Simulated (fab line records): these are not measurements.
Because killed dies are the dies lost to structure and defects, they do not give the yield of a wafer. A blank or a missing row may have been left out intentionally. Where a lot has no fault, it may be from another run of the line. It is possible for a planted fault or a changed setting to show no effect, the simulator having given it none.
Problem report in the 8D (eight disciplines) form, filled by code / flow sky130 / the parts of the form that need people (team, actions taken, sign-off) are left out

## 1. PROBLEM STATEMENT
Wafers without a fault read 3.4, standard deviation 2; killed_at_M4_up at SKY_PAD_OPEN_PROBE_99 reads a mean of 29.2 on 6 wafers belonging to 2 lots. Relative to the usual mean, that is a shift of +13 standard deviations.
First observed at day 49 04:25: wafer L930.1, on prober-02. At this step, 36 wafers from 12 lots have a number in the record. By rule, "out" or "out of limits" means more than 4 standard deviations away from the usual mean. Any other wafer with a number is counted as sound.

## 2. WHAT THIS IS AND IS NOT
question=which readings at this step | is=killed_at_M4_up | is not=killedAtContacts, killedAtOther, killedOpen, sort_bin_6_memory
question=which lots | is=L929, L930 | is not=L918, L920, L921, L923, L931, L932, L935, L936, L938, L940
question=which wafers of those lots | is=all that have a number | is not=-
question=read on which tools | is=prober-01, prober-02 | is not=-
question=when | is=from day 49 04:25 | is not=up to then (12 sound wafers); but 18 sound wafers of L931, L932, L935, L936, L938, L940 came after

## 3. THE SUSPECTS, EACH WITH WHAT RULES IT OUT
Counting: a tool at any process step up to the reading remains a suspect when it ran all the lots that are out and ran no sound lot after the first of those.
- pvdSputter-02 at SKY_METAL5_SPUTTER_02 (material AlCu, target thk 1150 nm, time 61.2 s): kept. All lots that are out passed through it, beginning with L930 at day 46 15:29, and no sound lot followed; its final sound lot before that point was L918 at day 43 03:40.
Left after counting: pvdSputter-02 at SKY_METAL5_SPUTTER_02.

## 4. THE CAUSE (what the simulator had put in)
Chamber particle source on pvdSputter-02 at SKY_METAL5_SPUTTER_02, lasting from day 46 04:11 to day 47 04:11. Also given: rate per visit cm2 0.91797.
After counting, this tool was the only one left.

## 5. SEQUENCE OF EFFECTS, ordered by route
One row per reading whose mean, taken over the struck wafers that have a number, lies over 3 standard deviations from the usual. Only readings for which the record gives a usual standard deviation are gone through. hours: the time from each lot's start at the first step in this table that gives one to its start at this step, as a median over the lots. sigmas: the change in usual standard deviations.
hours=0; step=SKY_PAD_OPEN_PROBE_99; reading=killed_at_M4_up; usual=3.4; on struck wafers=29.2; change=+25.8; sigmas=+13
hours=0; step=SKY_PAD_OPEN_PROBE_99; reading=sort_bin_3_pad_short; usual=0.8 %; on struck wafers=2.1; change=+1.3; sigmas=+3.1
Its process steps:
- SKY_PAD_OPEN_PROBE_99

## 6. HOW IT WOULD HAVE BEEN CAUGHT EARLIER
In this record no reading fell out of limits until day 49 04:25, 72 hours after the fault had begun at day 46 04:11.
Tool readings at SKY_METAL5_SPUTTER_02 with a usual standard deviation given in the record: none out on any struck wafer, hence no alarm at a limit of 4 standard deviations on them.
By day 49 04:25, every lot that is out (2) had started SKY_METAL5_SPUTTER_02 on pvdSputter-02. None of them would have been spared by holding the tool at that moment.
